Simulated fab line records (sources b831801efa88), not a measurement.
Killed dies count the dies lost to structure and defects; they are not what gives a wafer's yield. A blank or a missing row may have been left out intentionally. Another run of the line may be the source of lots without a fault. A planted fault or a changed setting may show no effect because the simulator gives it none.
One fault seen from 2 desks :: flow sky130 :: numbers are kept per desk, each desk with only its own; the story behind them comes last

== FOR THE TOOL OWNER'S DESK: pvd sputter-03 ==
The tool's own readings at SKY_METAL2_SPUTTER_02 (material AlCu, target thk 250 nm, time 13.3 s): means of the sampled wafers that have a number, for each lot that ran on this tool. A lot is out of limits, marked OUT, if its mean lies more than 4 standard deviations from the usual mean; the brackets give that distance.
Columns: A = throttle valve pct at SKY_METAL2_SPUTTER_02, usual 30.3 %
lot: L395
first seen here: day 35 01:53
A: 30.1

lot: L400
first seen here: day 37 07:10
A: 29.9

lot: L408
first seen here: day 39 15:08
A: 30.1

lot: L409
first seen here: day 39 18:05
A: 30.0
Result from this desk: across the 4 lots, nothing is out of limits.

== FROM THE METROLOGY DESK ==
What the gauges read, lot by lot, whatever tool the lot ran on: means of the sampled wafers that have a number. A lot is out of limits, marked OUT, if its mean lies more than 4 standard deviations from the usual mean; the brackets give that distance.
Columns: A = VIA1_BOW at SKY_VIA1_BOW_MEAS_03, usual 82 um; B = METAL2_ALCU_RS at SKY_METAL2_RS_MEAS_05, usual 0.1262 ohm/sq; C = METAL2_ALCU_THK at SKY_METAL2_THK_MEAS_06, usual 249 nm
lot: L395
first seen here: day 33 21:19
A: 86
B: 0.1280
C: 247

lot: L397
first seen here: day 35 03:49
A: 76
B: 0.1243
C: 253

lot: L399
first seen here: day 35 15:47
A: 80
B: 0.1256
C: 250

lot: L400
first seen here: day 36 03:53
A: 85
B: 0.1247
C: 252

lot: L407
first seen here: day 38 08:03
A: 71
B: 0.1244
C: 254

lot: L408
first seen here: day 38 12:06
A: 84
B: 0.1413 (+10) OUT
C: 224 (-8.2) OUT

lot: L409
first seen here: day 38 15:38
A: 79
B: 0.1438 (+12) OUT
C: 220 (-9.2) OUT

lot: L410
first seen here: day 39 02:11
A: 87
B: 0.1258
C: 250

lot: L413
first seen here: day 39 14:29
A: 80
B: 0.1259
C: 250

lot: L414
first seen here: day 40 09:41
A: 81
B: 0.1267
C: 249
This desk's result: L408, L409 out of limits, first on L408 (METAL2_ALCU_RS at SKY_METAL2_RS_MEAS_05), day 39 15:16. L395, L397, L399, L400, L407, L410, L413, L414 stayed within limits.

== ALL TOGETHER ==
The metrology desk could have raised an alarm at day 39 15:16, on L408, L409.
The tool owner's desk saw nothing out of limits.
The tool owner's desk has L408, L409 on record, within its limits.
Every lot named ran SKY_METAL2_SPUTTER_02 on pvd sputter-03.

== WHAT THE SIMULATOR PUT IN ==
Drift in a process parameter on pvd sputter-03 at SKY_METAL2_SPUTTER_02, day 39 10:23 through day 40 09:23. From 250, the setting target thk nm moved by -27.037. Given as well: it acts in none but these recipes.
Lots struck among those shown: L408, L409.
Hours from the fault's start to each desk's first reading out of limits: the metrology desk, 5.
